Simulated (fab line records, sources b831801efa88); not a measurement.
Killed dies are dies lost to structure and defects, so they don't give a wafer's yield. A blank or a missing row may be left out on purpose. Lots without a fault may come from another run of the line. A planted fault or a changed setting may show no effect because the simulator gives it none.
Problem report in the 8D (eight disciplines) form, filled by code | flow sky130 | the parts of the form that need people (team, actions taken, sign-off) are left out

1. THE PROBLEM
LDD_LDN_TW at SKY_LDD_LDN_TW_MEAS_13 reads a mean of 1382 on 9 wafers of 3 lots; wafers without a fault read 1487 with a standard deviation of 12. That is -8.7 standard deviations from the usual mean.
First seen on wafer L228.2, day 28 18:40, on film_metro-01. The record holds 36 wafers of 12 lots with a number at this step. Rule for "out", or "out of limits": more than 4 standard deviations from the usual mean. The other wafers with a number count as sound.

2. WHAT IT IS AND WHAT IT IS NOT
question                    | is                           | is not
which readings at this step | LDD_LDN_TW                   | -
which lots                  | L228, L230, L232             | L213, L214, L215, L216, L217, L219, L227, L231, L236
which wafers of those lots  | all that have a number       | -
read on which gauges        | film_metro-01, film_metro-02 | film_metro-04
when                        | from day 28 18:40            | up to then (21 sound wafers); but 6 sound wafers of L231, L236 came after

3. SUSPECTS, AND WHAT RULES EACH OUT
Counting: a tool at a process step up to the reading stays a suspect if it ran every lot that is out and no sound lot after the first of them.
- the gauge at SKY_LDD_LDN_TW_MEAS_13: ruled out. The wafers that are out were read on 2 gauges (film_metro-01, film_metro-02).
- implanter-02 at SKY_LDD_LDN_IMPLANT_10: kept. It ran every lot that is out, first L228 (day 28 18:17), and no sound lot after that; its last sound lot up to then is L227 (day 28 08:27). Its own readings are out on those wafers: dose_ions_cm2, faraday_current_uA.
Left after counting: implanter-02 at SKY_LDD_LDN_IMPLANT_10.

4. THE CAUSE (what the simulator had put in)
Process parameter drift: implanter-02, from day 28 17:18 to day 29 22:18, at SKY_LDD_LDN_IMPLANT_10. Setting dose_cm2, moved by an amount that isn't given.
Counting left only this tool.

5. THE CHAIN OF EFFECTS, in route order
Each row: a reading whose mean over the struck wafers that have a number lies more than 3 standard deviations from the usual. Only readings for which the record gives a usual standard deviation are gone through. hours: the time from each lot's start at the first step in this table that gives one to its start at this step, as a median over the lots. sigmas: the change in usual standard deviations.
hours | step                   | reading            | usual      | on struck wafers | change      | sigmas
0     | SKY_LDD_LDN_IMPLANT_10 | dose_ions_cm2      | 1.2498e+13 | 1.3054e+12       | -1.1193e+13 | -99 or more
0     | SKY_LDD_LDN_IMPLANT_10 | faraday_current_uA | 70.6       | 7.4              | -63.2       | -45
0     | SKY_LDD_LDN_TW_MEAS_13 | LDD_LDN_TW         | 1487       | 1382             | -105        | -8.7
The process steps in it:
- SKY_LDD_LDN_IMPLANT_10

6. WHAT WOULD HAVE CAUGHT IT SOONER
In this record the first reading out of limits at a measuring or inspecting step was taken at day 28 18:40, 1 hour after the fault began at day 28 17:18.
The tool's own readings at SKY_LDD_LDN_IMPLANT_10 were out on every struck wafer that the step has a row for (dose_ions_cm2, faraday_current_uA): an alarm limit on them would have fired on the first of those.
Of the lots that are out (3), L230, L232 began SKY_LDD_LDN_IMPLANT_10 on implanter-02 after day 28 18:40. A hold on the tool at that time would have spared those 2.
